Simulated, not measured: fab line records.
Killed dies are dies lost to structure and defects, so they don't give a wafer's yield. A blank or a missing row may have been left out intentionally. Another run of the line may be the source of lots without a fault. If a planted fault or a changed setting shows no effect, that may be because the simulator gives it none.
Which of the tools did it? / flow sky130 / 7 lots, 21 wafers sampled, at 3 steps of a route of 708

== WHAT EACH GAUGE READ, for each wafer ==
SKY_METAL1_RS_MEAS_05: a four-point-probe measurement.
lot=L216; measured=day 32 12:56; on=film_metro-01; METAL1_ALCU_RS (ohm/sq)=0.1253 0.1262 0.1250
lot=L219; measured=day 34 12:00; on=film_metro-02; METAL1_ALCU_RS (ohm/sq)=8.7716 8.7413 8.7750
lot=L220; measured=day 34 17:02; on=film_metro-02; METAL1_ALCU_RS (ohm/sq)=8.7187 8.6163 8.6157
lot=L230; measured=day 37 12:47; on=film_metro-02; METAL1_ALCU_RS (ohm/sq)=0.1265 0.1259 0.1265
lot=L232; measured=day 37 21:28; on=film_metro-01; METAL1_ALCU_RS (ohm/sq)=0.1275 0.1273 0.1272
lot=L233; measured=day 38 11:16; on=film_metro-02; METAL1_ALCU_RS (ohm/sq)=0.1247 0.1275 0.1263
lot=L235; measured=day 38 18:04; on=film_metro-01; METAL1_ALCU_RS (ohm/sq)=0.1247 0.1256 0.1246

== EACH LOT AND THE TOOL THAT RAN IT (in order: tool; ch and the chambers of the sampled wafers; start) ==
lot=L216; SKY_CONTACT_ETCH_18=rie_diel-03 ch 2,3, day 32 12:26 or earlier; SKY_METAL1_SPUTTER_02=pvd_sputter-02, day 32 12:50
lot=L219; SKY_CONTACT_ETCH_18=rie_diel-02 ch 0,1,3, day 34 11:30 or earlier; SKY_METAL1_SPUTTER_02=pvd_sputter-01, day 34 11:55
lot=L220; SKY_CONTACT_ETCH_18=rie_diel-02 ch 0,1, day 34 16:31 or earlier; SKY_METAL1_SPUTTER_02=pvd_sputter-01, day 34 16:54
lot=L230; SKY_CONTACT_ETCH_18=rie_diel-02 ch 2,3, day 37 12:16 or earlier; SKY_METAL1_SPUTTER_02=pvd_sputter-01, day 37 12:39
lot=L232; SKY_CONTACT_ETCH_18=rie_diel-01 ch 0,2,3, day 37 20:58 or earlier; SKY_METAL1_SPUTTER_02=pvd_sputter-01, day 37 21:21
lot=L233; SKY_CONTACT_ETCH_18=rie_diel-01 ch 0,1,2, day 38 10:44 or earlier; SKY_METAL1_SPUTTER_02=pvd_sputter-02, day 38 11:08
lot=L235; SKY_CONTACT_ETCH_18=rie_diel-02 ch 1,2, day 38 17:34 or earlier; SKY_METAL1_SPUTTER_02=pvd_sputter-02, day 38 17:58
- SKY_CONTACT_ETCH_18: etches Si3N4 in CHF3/O2, stops on TiN, time 39 s, target depth 75 nm.
- SKY_METAL1_SPUTTER_02: material AlCu, target thk 250 nm, time 13.3 s.

== THE ANSWER, worked out from the rows above alone ==
Rule: what is usual is taken from the lots themselves. Put in order of their means at a reading, lots are off if they are a third of the lots or fewer, leave a main group of 4 or more, and stand apart from it by a gap of 3 or more times the standard deviation of the main group's means; of several such gaps the widest counts. Not used: any main group whose means are identical at the precision the tables above print for the reading. A lot without any number at a reading at which 4 lots or more have one is off too. The other lots that the step has rows for count as sound.
Off: L219, L220, at SKY_METAL1_RS_MEAS_05 (METAL1_ALCU_RS). The main group: mean 0.1261 ohm/sq, standard deviation 0.0008.
A tool fits if, at a process step before that reading, it ran every lot that is off, and no sound lot after the first of them. Those tools and the gauges at SKY_METAL1_RS_MEAS_05 are tried in the same way. SKY_CONTACT_ETCH_18: start missing for some lots; hours and lot order therefore follow SKY_CONTACT_THK_MEAS_26. Of those tried, none fits.

== WHAT THE SIMULATOR HAD PUT IN ==
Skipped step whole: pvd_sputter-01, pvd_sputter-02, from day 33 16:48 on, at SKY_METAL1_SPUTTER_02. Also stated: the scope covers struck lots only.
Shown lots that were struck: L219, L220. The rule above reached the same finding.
